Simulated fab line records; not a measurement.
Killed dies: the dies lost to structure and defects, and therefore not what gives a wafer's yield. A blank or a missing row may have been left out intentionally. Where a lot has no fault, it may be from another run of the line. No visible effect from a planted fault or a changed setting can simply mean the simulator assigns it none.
Which tool is to blame? || flow gf180mcu || 11 lots, 33 wafers sampled, at 4 steps of a route of 602

WHAT EACH GAUGE READ, for each wafer
GF_STI_THK_MEAS_04.
{"lot": "L674", "measured": "day 1 18:34", "on": "filmMetro-01", "STI_CVD_03_THK (nm)": "206.3 204.8 207.6"}
{"lot": "L676", "measured": "day 2 05:07", "on": "filmMetro-01", "STI_CVD_03_THK (nm)": "206.4 207.3 207.0"}
{"lot": "L678", "measured": "day 2 14:35", "on": "filmMetro-03", "STI_CVD_03_THK (nm)": "206.3 205.9 203.5"}
{"lot": "L679", "measured": "day 2 19:35", "on": "filmMetro-01", "STI_CVD_03_THK (nm)": "206.5 205.8 207.6"}
{"lot": "L680", "measured": "day 3 00:34", "on": "filmMetro-01", "STI_CVD_03_THK (nm)": "205.1 205.7 206.3"}
{"lot": "L682", "measured": "day 3 10:35", "on": "filmMetro-01", "STI_CVD_03_THK (nm)": "205.4 205.2 205.3"}
{"lot": "L684", "measured": "day 3 21:42", "on": "filmMetro-03", "STI_CVD_03_THK (nm)": "383.7 383.6 385.3 383.6 383.8 384.9"}
{"lot": "L692", "measured": "day 5 12:56", "on": "filmMetro-03", "STI_CVD_03_THK (nm)": "208.0 207.5 208.7"}
{"lot": "L693", "measured": "day 5 17:34", "on": "filmMetro-03", "STI_CVD_03_THK (nm)": "207.1 209.1 207.5"}
{"lot": "L695", "measured": "day 6 04:38", "on": "filmMetro-01", "STI_CVD_03_THK (nm)": "207.7 209.4 209.2"}
{"lot": "L696", "measured": "day 6 09:00", "on": "filmMetro-01", "STI_CVD_03_THK (nm)": "208.2 207.9 207.4"}

GF_DUAL_GATE_OVL_MEAS_11.
{"lot": "L674", "measured": "day 8 17:38", "on": "overlay-01", "DUAL_GATE_OVL (nm)": "-1.4 -1.9 -0.1"}
{"lot": "L676", "measured": "day 9 03:29", "on": "overlay-02", "DUAL_GATE_OVL (nm)": "-2.9 -3.4 -2.7"}
{"lot": "L678", "measured": "day 9 19:49", "on": "overlay-01", "DUAL_GATE_OVL (nm)": "-3.3 -4.0 -3.8"}
{"lot": "L679", "measured": "day 9 23:55", "on": "overlay-01", "DUAL_GATE_OVL (nm)": "-3.3 -4.3 -1.9"}
{"lot": "L680", "measured": "day 10 11:22", "on": "overlay-01", "DUAL_GATE_OVL (nm)": "0.6 -0.5 -0.1"}
{"lot": "L682", "measured": "day 11 00:56", "on": "overlay-01", "DUAL_GATE_OVL (nm)": "-1.2 -1.5 -0.1"}
{"lot": "L692", "measured": "day 13 17:23", "on": "overlay-01", "DUAL_GATE_OVL (nm)": "2.6 4.1 2.7"}
{"lot": "L693", "measured": "day 13 23:31", "on": "overlay-01", "DUAL_GATE_OVL (nm)": "-2.5 -0.6 -1.4"}
{"lot": "L695", "measured": "day 15 01:07", "on": "overlay-01", "DUAL_GATE_OVL (nm)": "-1.8 -1.3 -0.5"}
{"lot": "L696", "measured": "day 15 05:22", "on": "overlay-01", "DUAL_GATE_OVL (nm)": "1.7 0.6 0.7"}

WHAT TOOL EACH LOT RAN ON (gives the tool, then ch and the chambers of the sampled wafers, and finally the start)
{"lot": "L674", "GF_STI_CVD_03": "lpcvd-02 ch 0, day 1 16:34", "GF_LVPWELL_STRIP_10": "plasmaAsher-03 ch 0,1, day 4 03:31"}
{"lot": "L676", "GF_STI_CVD_03": "lpcvd-01 ch 1, day 2 03:08", "GF_LVPWELL_STRIP_10": "plasmaAsher-01 ch 0,1, day 4 15:03"}
{"lot": "L678", "GF_STI_CVD_03": "lpcvd-02 ch 1, day 2 12:36", "GF_LVPWELL_STRIP_10": "plasmaAsher-03 ch 0,1, day 5 02:04"}
{"lot": "L679", "GF_STI_CVD_03": "lpcvd-01 ch 0, day 2 17:34", "GF_LVPWELL_STRIP_10": "plasmaAsher-03 ch 0,1, day 5 06:32"}
{"lot": "L680", "GF_STI_CVD_03": "lpcvd-01 ch 1, day 2 22:34", "GF_LVPWELL_STRIP_10": "plasmaAsher-03 ch 0,1, day 5 15:10"}
{"lot": "L682", "GF_STI_CVD_03": "lpcvd-02 ch 0, day 3 08:34", "GF_LVPWELL_STRIP_10": "plasmaAsher-04 ch 0,1, day 6 01:15"}
{"lot": "L684", "GF_STI_CVD_03": "lpcvd-01 ch 0, day 3 18:43", "GF_LVPWELL_STRIP_10": "-"}
{"lot": "L692", "GF_STI_CVD_03": "lpcvd-02 ch 0, day 5 10:57", "GF_LVPWELL_STRIP_10": "plasmaAsher-01 ch 0,1, day 8 07:06"}
{"lot": "L693", "GF_STI_CVD_03": "lpcvd-02 ch 0, day 5 15:34", "GF_LVPWELL_STRIP_10": "plasmaAsher-01 ch 0,1, day 8 11:52"}
{"lot": "L695", "GF_STI_CVD_03": "lpcvd-02 ch 1, day 6 02:40", "GF_LVPWELL_STRIP_10": "plasmaAsher-01 ch 0,1, day 9 08:01"}
{"lot": "L696", "GF_STI_CVD_03": "lpcvd-02 ch 1, day 6 07:01", "GF_LVPWELL_STRIP_10": "plasmaAsher-01 ch 0,1, day 9 12:10"}
- GF_STI_CVD_03: deposits Si3N4 from DCS/NH3, target thk 207.16 nm, time 3551 s.
- GF_LVPWELL_STRIP_10: strips in O2/N2.

WHAT THE TOOLS THEMSELVES READ (means of the sampled wafers that have a number; where no wafer has one, the mark that the record gives instead)
GF_STI_CVD_03.
{"lot": "L674", "tool": "lpcvd-02", "pressureMtorr (mTorr)": 249.8, "spikeTcTopC (C)": 779.5}
{"lot": "L676", "tool": "lpcvd-01", "pressureMtorr (mTorr)": 250.0, "spikeTcTopC (C)": 784.4}
{"lot": "L678", "tool": "lpcvd-02", "pressureMtorr (mTorr)": 249.7, "spikeTcTopC (C)": 782.5}
{"lot": "L679", "tool": "lpcvd-01", "pressureMtorr (mTorr)": 249.2, "spikeTcTopC (C)": 784.9}
{"lot": "L680", "tool": "lpcvd-01", "pressureMtorr (mTorr)": 250.1, "spikeTcTopC (C)": 783.1}
{"lot": "L682", "tool": "lpcvd-02", "pressureMtorr (mTorr)": 249.1, "spikeTcTopC (C)": 779.2}
{"lot": "L684", "tool": "lpcvd-01", "pressureMtorr (mTorr)": 250.7, "spikeTcTopC (C)": 784.8}
{"lot": "L692", "tool": "lpcvd-02", "pressureMtorr (mTorr)": 250.5, "spikeTcTopC (C)": 779.9}
{"lot": "L693", "tool": "lpcvd-02", "pressureMtorr (mTorr)": 250.1, "spikeTcTopC (C)": 780.1}
{"lot": "L695", "tool": "lpcvd-02", "pressureMtorr (mTorr)": 250.4, "spikeTcTopC (C)": 783.6}
{"lot": "L696", "tool": "lpcvd-02", "pressureMtorr (mTorr)": 250.3, "spikeTcTopC (C)": 782.7}

GF_LVPWELL_STRIP_10.
{"lot": "L674", "tool": "plasmaAsher-03", "chamberPressureMTorr (mTorr)": 1498.8, "drypumpMotorCurrentA (A)": 6.2, "heaterPowerW (W)": 343, "n2FlowSccm (sccm)": 299.9, "o2FlowSccm (sccm)": 2992, "oesProductAu (a.u.)": 0.718, "stripTimeToEndpointS (s)": 36.91}
{"lot": "L676", "tool": "plasmaAsher-01", "chamberPressureMTorr (mTorr)": 1500.4, "drypumpMotorCurrentA (A)": 6.0, "heaterPowerW (W)": 365, "n2FlowSccm (sccm)": 299.7, "o2FlowSccm (sccm)": 3005, "oesProductAu (a.u.)": 0.725, "stripTimeToEndpointS (s)": 37.03}
{"lot": "L678", "tool": "plasmaAsher-03", "chamberPressureMTorr (mTorr)": 1499.9, "drypumpMotorCurrentA (A)": 6.2, "heaterPowerW (W)": 365, "n2FlowSccm (sccm)": 300.0, "o2FlowSccm (sccm)": 2994, "oesProductAu (a.u.)": 0.724, "stripTimeToEndpointS (s)": 36.82}
{"lot": "L679", "tool": "plasmaAsher-03", "chamberPressureMTorr (mTorr)": 1500.6, "drypumpMotorCurrentA (A)": 6.3, "heaterPowerW (W)": 348, "n2FlowSccm (sccm)": 299.4, "o2FlowSccm (sccm)": 3016, "oesProductAu (a.u.)": 0.717, "stripTimeToEndpointS (s)": 37.03}
{"lot": "L680", "tool": "plasmaAsher-03", "chamberPressureMTorr (mTorr)": 1500.0, "drypumpMotorCurrentA (A)": 6.2, "heaterPowerW (W)": 362, "n2FlowSccm (sccm)": 300.6, "o2FlowSccm (sccm)": 2997, "oesProductAu (a.u.)": 0.723, "stripTimeToEndpointS (s)": 36.90}
{"lot": "L682", "tool": "plasmaAsher-04", "chamberPressureMTorr (mTorr)": 1499.8, "drypumpMotorCurrentA (A)": 6.1, "heaterPowerW (W)": 300, "n2FlowSccm (sccm)": 299.1, "o2FlowSccm (sccm)": 3008, "oesProductAu (a.u.)": 0.721, "stripTimeToEndpointS (s)": 36.99}
{"lot": "L692", "tool": "plasmaAsher-01", "chamberPressureMTorr (mTorr)": 1500.0, "drypumpMotorCurrentA (A)": 6.0, "heaterPowerW (W)": 364, "n2FlowSccm (sccm)": 299.5, "o2FlowSccm (sccm)": 2995, "oesProductAu (a.u.)": 0.721, "stripTimeToEndpointS (s)": 36.81}
{"lot": "L693", "tool": "plasmaAsher-01", "chamberPressureMTorr (mTorr)": 1498.5, "drypumpMotorCurrentA (A)": 6.0, "heaterPowerW (W)": 359, "n2FlowSccm (sccm)": 300.1, "o2FlowSccm (sccm)": 3001, "oesProductAu (a.u.)": 0.721, "stripTimeToEndpointS (s)": 36.81}
{"lot": "L695", "tool": "plasmaAsher-01", "chamberPressureMTorr (mTorr)": 1501.0, "drypumpMotorCurrentA (A)": 6.0, "heaterPowerW (W)": 356, "n2FlowSccm (sccm)": 301.2, "o2FlowSccm (sccm)": 2998, "oesProductAu (a.u.)": 0.720, "stripTimeToEndpointS (s)": 36.91}
{"lot": "L696", "tool": "plasmaAsher-01", "chamberPressureMTorr (mTorr)": 1500.7, "drypumpMotorCurrentA (A)": 6.0, "heaterPowerW (W)": 361, "n2FlowSccm (sccm)": 299.9, "o2FlowSccm (sccm)": 3000, "oesProductAu (a.u.)": 0.724, "stripTimeToEndpointS (s)": 36.87}

THE ANSWER, worked out from the rows above alone
Rule: what is usual is taken from the lots themselves. Put in order of their means at a reading, lots are off if they are a third of the lots or fewer, leave a main group of 4 or more, and stand apart from it by a gap of 3 or more times the standard deviation of the main group's means; of several such gaps the widest counts. The tables above print the reading to a certain number of digits; a main group whose means all agree to those digits is not used. A lot without any number at a reading at which 4 lots or more have one is off too. All remaining lots with rows at the step are treated as sound. Order of review: gauges by route order, followed by the tools' own readings, for which a lot's mean as printed above is used. At the first step where some lot is off, the reading lying furthest off is the one used; lots without a number count as furthest.
Off: L684, seen at GF_STI_THK_MEAS_04 (STI_CVD_03_THK). Mean 206.9 nm and standard deviation 1.2 in the main group.
A tool fits if, at a process step before that reading, it ran every lot that is off, and no sound lot after the first of them. The gauges at GF_STI_THK_MEAS_04 are tried like those tools. One fits: lpcvd-01 at GF_STI_CVD_03. Its last sound lot is L680 (day 2 22:34), its first lot that is off L684 (day 3 18:43): a fault that began between those two fits.

WHAT WAS PUT IN BY THE SIMULATOR
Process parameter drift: lpcvd-01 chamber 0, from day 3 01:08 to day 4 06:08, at GF_STI_CVD_03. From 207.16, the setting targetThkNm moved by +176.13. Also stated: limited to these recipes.
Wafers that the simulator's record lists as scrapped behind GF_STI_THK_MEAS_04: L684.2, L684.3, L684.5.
Struck lots among those shown: L684. Same finding as the rule above.
